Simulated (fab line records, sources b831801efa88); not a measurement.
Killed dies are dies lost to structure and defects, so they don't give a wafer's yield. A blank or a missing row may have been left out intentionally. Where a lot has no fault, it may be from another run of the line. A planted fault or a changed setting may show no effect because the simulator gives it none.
Problem report in the 8D (eight disciplines) form, filled by code -- flow gf180mcu -- the parts of the form that need people (team, actions taken, sign-off) are left out

1. THE PROBLEM
STI_CVD_23_THK at GF_STI_THK_MEAS_24 reads a mean of 866 nm on 2 wafers of 2 lots; wafers without a fault read 651 nm with a standard deviation of 7.3. That is +29 standard deviations from the usual mean.
Seen first at day 4 08:09 on filmMetro-02, wafer L522.6. The record holds 38 wafers of 13 lots with a number at this step. Rule for "out", or "out of limits": more than 4 standard deviations from the usual mean. The rest of the wafers with a number are treated as sound.

2. WHAT THIS IS AND IS NOT
question,is,is not
which readings at this step,STI_CVD_23_THK,-
which lots,"L522, L525","L512, L514, L516, L517, L518, L519, L520, L521, L531, L534, L535"
which wafers of those lots,"L522.6, L525.1","L522.4, L525.3, L525.5"
read on which gauges,"filmMetro-02, filmMetro-04",filmMetro-03
when,from day 4 08:09,"up to then (25 sound wafers); but 11 sound wafers of L525, L531, L534, L535 came after"

3. WHAT RULES OUT EACH SUSPECT
Counting: any tool at a process step up to the reading remains a suspect provided it ran every lot that is out. Sound lots after the first of them don't rule it out here, since some wafers of a struck lot are sound.
- ruled out: the gauge at GF_STI_THK_MEAS_24. The wafers that are out were read on 2 gauges (filmMetro-02, filmMetro-04).
- hdpcvd-02 at GF_STI_CVD_23 (deposits SiO2, target thk 650 nm, time 108.3 s): kept. It processed each lot that is out (first: L522, day 4 08:00); up to then, its last sound lot is L520 (day 3 22:18).
The count leaves hdpcvd-02 at GF_STI_CVD_23.

4. THE CAUSE (what the simulator had put in)
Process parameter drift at GF_STI_CVD_23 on hdpcvd-02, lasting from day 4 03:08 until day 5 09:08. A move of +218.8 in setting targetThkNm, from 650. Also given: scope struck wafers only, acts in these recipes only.
Only this tool survived the counting.

5. THE CHAIN OF EFFECTS, in route order
Each row: a reading whose mean over the struck wafers that have a number lies more than 3 standard deviations from the usual. Only readings whose record carries a usual standard deviation are examined. hours: median over the lots of the time between each lot's start at the first step of this table that gives one and its start at this step. sigmas: the change, counted in usual standard deviations.
hours,step,reading,usual,on struck wafers,change,sigmas
0,GF_STI_THK_MEAS_24,STI_CVD_23_THK,651 nm,866,+214,+29
0,GF_STI_CMP_25,timeToEndpointS,124 s,165,+41,+8.4
The process steps in it:
- GF_STI_CMP_25: polishes, stops on Si3N4, t overpolish 33 s, target thk 524.6 nm.
At these later measuring or inspecting steps, every struck wafer for which the step has a row has a number for every such reading, and none has moved that far: GF_POLY_GATE_OVL_MEAS_11.

6. WHAT WOULD HAVE CAUGHT IT SOONER
Counted from the fault's start at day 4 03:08, it took 5 hours until the first out-of-limits reading at a measuring or inspecting step in this record, taken at day 4 08:09.
L525, from the lots that are out (2), started GF_STI_CVD_23 on hdpcvd-02 later than day 4 08:09. Had the tool been put on hold then, it would have been spared.
